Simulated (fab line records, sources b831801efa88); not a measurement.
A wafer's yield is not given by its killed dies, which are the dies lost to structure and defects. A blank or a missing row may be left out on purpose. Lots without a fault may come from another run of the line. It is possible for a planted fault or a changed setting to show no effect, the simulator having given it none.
A struck lot beside a sound one / flow gf180mcu / 11 out of 602 route steps
Sound: wafers L961.1, L961.2, L961.4. Struck: wafers L965.3, L965.5, L965.6. The cause is given at the end.
Order at every step that has rows: each side's tool, ch and its chambers, its first start. Under that, the readings that differ: sound wafers / struck wafers / difference of the means / sigmas: that difference in standard deviations of wafers without a fault.
alike: readings whose means differ by less than 2 such deviations, and words and numbers that are the same on both sides. not compared: withheld readings, readings that some wafer has no value for, bounds like >300 that may hide the same value, and numbers for which the record gives no deviation and whose values overlap.
The two part at a step that has a row with sigmas, a row that says differs or no value, or rows on one side only. Numbers that have no deviation but don't overlap get no sigmas and don't part them. A reading missing from all wafers of one side parts the sides only when that side holds two or more wafers.

GF_STI_BOW_MEAS_00:
  sound on film_metro-03 at day 4 08:00; struck on film_metro-04 at day 5 04:02
  alike: INCOMING_BOW
then, 1 step without rows for these wafers: GF_STI_OXIDATION_01 (stabilise 600 s, purge 300 s, target thk 10 nm).
GF_STI_THK_MEAS_02:
  sound on film_metro-04 at day 4 09:34; struck on film_metro-03 at day 5 05:58
  alike: STI_OXIDATION_THK
then, 1 step without rows for these wafers: GF_STI_CVD_03 (deposits Si3N4 from DCS/NH3, target thk 207.16 nm, time 3551 s).
GF_STI_THK_MEAS_04:
  sound on film_metro-03 at day 4 11:37; struck on film_metro-01 at day 5 08:01
  alike: STI_CVD_03_THK
then, 4 steps without rows for these wafers: GF_STI_DEHYDRATE_05 (time 60 s); GF_STI_HMDS_06 (prime time 60 s); GF_STI_COAT_07 (resist thk 700 nm); GF_STI_SOFTBAKE_08 (time 60 s).
GF_STI_EXPOSE_09: exposes mask COMP, target cd 220 nm.
  struck on krf_scanner-01, day 5 15:19; sound on krf_scanner-02 ch 0, day 4 17:54
  no value came back on the struck wafers for exposure_dose_mJ_cm2, focus_offset_nm (nm); on the sound wafers exposure_dose_mJ_cm2 reads 28.053 27.992 28.009
  alike: mask
then, 1 step without rows for these wafers: GF_STI_PEB_10 (peb time 90 s).

## WHERE THEY PART
Only at GF_STI_EXPOSE_09, within this record.

WHY: what the simulator had put in
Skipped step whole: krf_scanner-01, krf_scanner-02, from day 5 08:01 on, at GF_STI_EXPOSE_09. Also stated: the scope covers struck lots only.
